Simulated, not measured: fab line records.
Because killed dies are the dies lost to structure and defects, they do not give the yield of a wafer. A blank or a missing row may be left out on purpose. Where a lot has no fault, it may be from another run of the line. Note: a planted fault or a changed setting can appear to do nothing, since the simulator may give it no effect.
fab line records | flow gf180mcu | part 2 of 2: steps 32 to 43 of 43
[record] lots = 5 | wafers = 15 | last-day = 33
route steps=602 shown STI@23 DNWELL@32 NWELL@42 LVPWELL@54
lots with no fault: from the same line, run without faults
start-h: start of the lot's first displayed wafer, in hours after the record's first day | wait-h: hours elapsed since this lot's preceding step | " as in the row above | L1.1+2: a single row standing in for several wafers | - no value, or no start given | * or withheld: withheld | < > ~ a bound
route shown NAME@n: a module of which the file shows steps, and the number in the route of the first | usual: the fault-free wafers' mean and standard deviation | same: alike in all rows | chamber/n: place in a boat | sites: readings site by site | _std_site: the values' standard deviation | _edge_site: mean of outer sites minus mean of inner sites | radius-mm: for every site, how far away it sits from the centre of the wafer | mask NAME#n: copy n | behind: the tool/chamber that last shaped the wafer | hold: the reason the lot was held/the length of the hold in hours/how it ended | device: which transistor (n, p or np) failed to switch | end of line: the route-end tests of the same wafers | where a step has no rows: the recipe by itself | killed: count of dies lost to structure and defects at first sort (not the wafer's yield) | map: a wafer's dies, x killed, . not, _ none there
set.NAME: the setting as run; set.NAME@STEP: as run at that earlier step | model.NAME: the simulator's own value behind a step, which no gauge read
lots at selected steps of the route; one table per step, one row per wafer
services: a tool's chamber out of use, with start hour (start-h, from the record's first day; less than 0 if before it), hours out, and reason
[[steps]]
[step GF_LVPWELL_DEHYDRATE_00]
[recipe] temp-c = 200 | time-s = 60
lot.wafer  | tool           | chamber | start-h | wait-h
L077.1+3+6 | litho-track-04 | 0       | 77.93   | 5.7
L086.3+5+6 | litho-track-04 | 0       | 129.63  | 6.4
L090.3+4+6 | litho-track-03 | 0       | 150.86  | 7.7
L092.1+2+4 | litho-track-03 | 0       | 165.56  | 7.6
L094.2+4+5 | litho-track-04 | 0       | 172.46  | 7.3
[step GF_LVPWELL_HMDS_01]
[recipe] prime-time-s = 60 | prime-temp-c = 120
[same] prime-time-s = 60
lot.wafer  | tool           | chamber | start-h | wait-h
L077.1+3+6 | litho-track-04 | 0       | 78.08   | 0.1
L086.3+5+6 | litho-track-04 | 0       | 129.78  | 0.1
L090.3+4+6 | litho-track-03 | 0       | 151.01  | 0.1
L092.1+2+4 | litho-track-03 | 0       | 165.71  | 0.1
L094.2+4+5 | litho-track-04 | 0       | 172.61  | 0.1
[step GF_LVPWELL_COAT_02]
[recipe] spin-rpm = 2000 | resist-thk-nm = 3000
lot.wafer  | tool           | chamber | start-h | wait-h
L077.1+3+6 | litho-track-04 | 0       | 78.23   | 0.1
L086.3+5+6 | litho-track-04 | 0       | 129.93  | 0.1
L090.3+4+6 | litho-track-03 | 0       | 151.16  | 0.1
L092.1+2+4 | litho-track-03 | 0       | 165.86  | 0.1
L094.2+4+5 | litho-track-04 | 0       | 172.76  | 0.1
[step GF_LVPWELL_SOFTBAKE_03]
[recipe] temp-c = 110 | time-s = withheld
lot.wafer  | tool           | chamber | start-h | wait-h
L077.1+3+6 | litho-track-04 | 0       | 78.38   | 0.1
L086.3+5+6 | litho-track-04 | 0       | 130.10  | 0.1
L090.3+4+6 | litho-track-03 | 0       | 151.33  | 0.1
L092.1+2+4 | litho-track-03 | 0       | 166.01  | 0.1
L094.2+4+5 | litho-track-04 | 0       | 172.92  | 0.1
[step GF_LVPWELL_EXPOSE_04]
[recipe] mask-id = LVPWELL | target-cd-nm = 600 | na = 0.6 | source-shape = conventional | sigma-outer = 0.6 | dose-mj = 260
[usual] reticle-temp-C = 23.01/0.097
lot.wafer | tool             | chamber | start-h | wait-h | mask      | reticle-temp-C
L077.1    | iline-stepper-01 | 0       | -       | -      | LVPWELL#0 | 23.03
L077.3    | "                | 0       | "       | "      | LVPWELL#0 | 23.03
L077.6    | "                | 0       | "       | "      | LVPWELL#0 | 22.96
L086.3    | iline-stepper-02 | 0       | -       | -      | LVPWELL#0 | 22.93
L086.5    | "                | 0       | "       | "      | LVPWELL#0 | 23.05
L086.6    | "                | 0       | "       | "      | LVPWELL#0 | 23.05
L090.3    | iline-stepper-01 | 0       | -       | -      | LVPWELL#0 | 23.08
L090.4    | "                | 0       | "       | "      | LVPWELL#0 | 23.06
L090.6    | "                | 0       | "       | "      | LVPWELL#0 | 23.06
L092.1    | iline-stepper-02 | 0       | -       | -      | LVPWELL#0 | 23.04
L092.2    | "                | 0       | "       | "      | LVPWELL#0 | 22.95
L092.4    | "                | 0       | "       | "      | LVPWELL#0 | 22.99
L094.2    | iline-stepper-02 | 0       | -       | -      | LVPWELL#0 | 22.91
L094.4    | "                | 0       | "       | "      | LVPWELL#0 | 23.02
L094.5    | "                | 0       | "       | "      | LVPWELL#0 | 23.16
[step GF_LVPWELL_PEB_05]
[recipe] temp-c = 115 | time-s = withheld
lot.wafer  | tool           | chamber | start-h | wait-h
L077.1+3+6 | litho-track-04 | 0       | -       | -
L086.3+5+6 | litho-track-01 | 0       | -       | -
L090.3+4+6 | litho-track-03 | 0       | -       | -
L092.1+2+4 | litho-track-01 | 0       | -       | -
L094.2+4+5 | litho-track-01 | 0       | -       | -
[step GF_LVPWELL_DEVELOP_06]
[recipe] wall-angle-deg = 90 | develop-time-s = 60 | dev-temp-c = 23
lot.wafer  | tool           | chamber | start-h | wait-h
L077.1+3+6 | litho-track-04 | 0       | -       | -
L086.3+5+6 | litho-track-01 | 0       | -       | -
L090.3+4+6 | litho-track-03 | 0       | -       | -
L092.1+2+4 | litho-track-01 | 0       | -       | -
L094.2+4+5 | litho-track-01 | 0       | -       | -
[step GF_LVPWELL_OVL_MEAS_07]
[usual] LVPWELL_OVL = 0.0/1.5
lot.wafer | tool       | chamber | start-h | wait-h | LVPWELL_OVL[nm]
L077.1    | overlay-02 | -       | 85.88   | -      | -2.8
L077.3    | "          | -       | "       | "      | -2.7
L077.6    | "          | -       | "       | "      | -2.6
L086.3    | overlay-02 | -       | 137.66  | -      | -1.7
L086.5    | "          | -       | "       | "      | 0.1
L086.6    | "          | -       | "       | "      | 0.5
L090.3    | overlay-02 | -       | 158.52  | -      | 2.3
L090.4    | "          | -       | "       | "      | 1.1
L090.6    | "          | -       | "       | "      | 0.5
L092.1    | overlay-02 | -       | 174.40  | -      | 0.2
L092.2    | "          | -       | "       | "      | -0.5
L092.4    | "          | -       | "       | "      | 0.6
L094.2    | overlay-01 | -       | 181.10  | -      | 1.5
L094.4    | "          | -       | "       | "      | 0.0
L094.5    | "          | -       | "       | "      | -2.5
[step GF_LVPWELL_IMPLANT_08]
[recipe] species = B | energy-kev = 170 | dose-cm2 = 1.5e+13 | tilt-deg = 0
[usual] end-station-pressure-torr = 5.06e-06/2.9e-07
lot.wafer | tool         | chamber | start-h | wait-h | end-station-pressure-torr
L077.1    | implanter-04 | 0       | 85.92   | 0.0    | 5.17e-06
L077.3    | "            | 0       | "       | "      | 4.86e-06
L077.6    | "            | 0       | "       | "      | 5.19e-06
L086.3    | implanter-03 | 0       | 137.73  | 0.1    | 5.36e-06
L086.5    | "            | 0       | "       | "      | 5.47e-06
L086.6    | "            | 0       | "       | "      | 5.22e-06
L090.3    | implanter-04 | 0       | 158.60  | 0.1    | 5.19e-06
L090.4    | "            | 0       | "       | "      | 5.02e-06
L090.6    | "            | 0       | "       | "      | 4.59e-06
L092.1    | implanter-03 | 0       | 174.43  | 0.0    | 5.3e-06
L092.2    | "            | 0       | "       | "      | 5.46e-06
L092.4    | "            | 0       | "       | "      | 5.77e-06
L094.2    | implanter-04 | 0       | 181.16  | 0.0    | 5.29e-06
L094.4    | "            | 0       | "       | "      | 5.2e-06
L094.5    | "            | 0       | "       | "      | 4.79e-06
[step GF_LVPWELL_IMPLANT_09]
[recipe] species = B | energy-kev = 60 | dose-cm2 = 5e+12 | tilt-deg = 0
[usual] end-station-pressure-torr = 4.99e-06/2.4e-07
lot.wafer | tool         | chamber | start-h | wait-h | end-station-pressure-torr
L077.1    | implanter-04 | 0       | 89.38   | 3.4    | 4.77e-06
L077.3    | "            | 0       | "       | "      | 4.42e-06
L077.6    | "            | 0       | "       | "      | 4.5e-06
L086.3    | implanter-03 | 0       | 137.88  | 0.1    | 4.91e-06
L086.5    | "            | 0       | "       | "      | 5.06e-06
L086.6    | "            | 0       | "       | "      | 5.34e-06
L090.3    | implanter-04 | 0       | 158.75  | 0.1    | 5.4e-06
L090.4    | "            | 0       | "       | "      | 4.8e-06
L090.6    | "            | 0       | "       | "      | 4.76e-06
L092.1    | implanter-03 | 0       | 174.58  | 0.1    | 5.02e-06
L092.2    | "            | 0       | "       | "      | 4.51e-06
L092.4    | "            | 0       | "       | "      | 4.77e-06
L094.2    | implanter-04 | 0       | 181.31  | 0.1    | 5.07e-06
L094.4    | "            | 0       | "       | "      | 4.89e-06
L094.5    | "            | 0       | "       | "      | 4.76e-06
[step GF_LVPWELL_STRIP_10]
[recipe] chemistry = O2/N2 | power-w = 1400 | pressure-mtorr = 1500 | platen-temp-c = 250 | o2-flow-sccm = 3000 | n2-flow-sccm = 300 | overash-fraction = 0.5
[usual] drypump-motor-current-A = 5.4/0.62 | heater-power-w = 337/29 | oes-product-au = 0.722/0.0051 | strip-time-to-endpoint-s = 37.00/0.1
lot.wafer | tool            | chamber | start-h | wait-h | drypump-motor-current-A | heater-power-w | oes-product-au | rf-hours-counter-h | strip-time-to-endpoint-s
L077.1    | plasma-asher-02 | 0       | 89.53   | 0.1    | 5.6                     | 377            | 0.722          | 43                 | 36.96
L077.3    | "               | 0       | "       | "      | 5.6                     | 385            | 0.721          | -                  | 36.95
L077.6    | "               | 1       | "       | "      | 5.5                     | 330            | 0.719          | -                  | 36.88
L086.3    | plasma-asher-03 | 0       | 138.02  | 0.1    | 5.0                     | 332            | 0.725          | -                  | 36.78
L086.5    | "               | 1       | "       | "      | 5.0                     | 382            | 0.717          | -                  | 36.88
L086.6    | "               | 0       | "       | "      | 5.0                     | 333            | 0.728          | -                  | 36.87
L090.3    | plasma-asher-04 | 0       | 158.88  | 0.1    | 6.5                     | 304            | 0.711          | -                  | 37.08
L090.4    | "               | 1       | "       | "      | 4.9                     | 329            | 0.727          | -                  | 37.13
L090.6    | "               | 1       | "       | "      | 4.9                     | 326            | 0.719          | -                  | 37.03
L092.1    | plasma-asher-04 | 0       | 174.73  | 0.1    | 6.5                     | 306            | 0.713          | 53                 | 36.93
L092.2    | "               | 1       | "       | "      | 4.9                     | 326            | 0.720          | 53                 | 36.95
L092.4    | "               | 0       | "       | "      | 6.5                     | 300            | 0.726          | -                  | 36.96
L094.2    | plasma-asher-04 | 0       | 181.43  | 0.1    | 6.5                     | 300            | 0.731          | 53                 | 36.96
L094.4    | "               | 1       | "       | "      | 4.9                     | 317            | 0.720          | -                  | 37.05
L094.5    | "               | 1       | "       | "      | 4.9                     | 320            | 0.723          | -                  | 36.99
[step GF_LVPWELL_TW_MEAS_11]
[usual] LVPWELL_TW = 560.1/2.4
lot.wafer | tool          | chamber | start-h | wait-h | LVPWELL_TW
L077.1    | film-metro-03 | -       | 89.63   | 0.1    | 562.1
L077.3    | "             | -       | "       | "      | 561.6
L077.6    | "             | -       | "       | "      | 561.2
L086.3    | film-metro-01 | -       | 138.10  | 0.1    | 561.0
L086.5    | "             | -       | "       | "      | 559.7
L086.6    | "             | -       | "       | "      | 559.8
L090.3    | film-metro-02 | -       | 158.97  | 0.1    | 555.0
L090.4    | "             | -       | "       | "      | 558.5
L090.6    | "             | -       | "       | "      | 555.1
L092.1    | film-metro-03 | -       | 174.83  | 0.1    | 558.0
L092.2    | "             | -       | "       | "      | 559.0
L092.4    | "             | -       | "       | "      | 556.6
L094.2    | film-metro-03 | -       | 181.54  | 0.1    | 559.5
L094.4    | "             | -       | "       | "      | 561.7
L094.5    | "             | -       | "       | "      | 560.3
[[services]]
tool             | chamber | start-h | hours | kind
iline-stepper-01 | -       | 29.84   | 6.7   | repair
implanter-04     | -       | 33.00   | 1.3   | repair
plasma-asher-04  | -       | 53.25   | 0.9   | repair
iline-stepper-01 | -       | 54.45   | 1.9   | repair
implanter-03     | -       | 61.72   | 3.4   | repair
plasma-asher-02  | -       | 61.90   | 1.3   | repair
cmp-01           | -       | 64.00   | 4.0   | pm
furnace-02       | -       | 69.88   | 1.9   | pm
cmp-01           | -       | 70.14   | 1.1   | repair
iline-stepper-01 | -       | 71.87   | 1.7   | pm
iline-stepper-01 | -       | 78.94   | 2.1   | pm
plasma-asher-01  | -       | 79.35   | 2.9   | repair
hdpcvd-01        | 1       | 102.51  | 22.2  | repair
iline-stepper-01 | -       | 105.08  | 8.9   | pm
implanter-02     | -       | 108.55  | 3.6   | repair
plasma-asher-02  | -       | 108.75  | 9.0   | pm
iline-stepper-02 | -       | 114.36  | 1.7   | pm
plasma-asher-02  | -       | 118.11  | 1.0   | repair
cmp-01           | -       | 119.51  | 1.1   | repair
wet-bench-03     | -       | 126.33  | 10.7  | repair
hdpcvd-01        | -       | 127.56  | 1.1   | repair
plasma-asher-02  | -       | 127.68  | 4.3   | pm
hdpcvd-01        | 1       | 149.52  | 19.4  | repair
implanter-04     | -       | 176.01  | 3.0   | repair
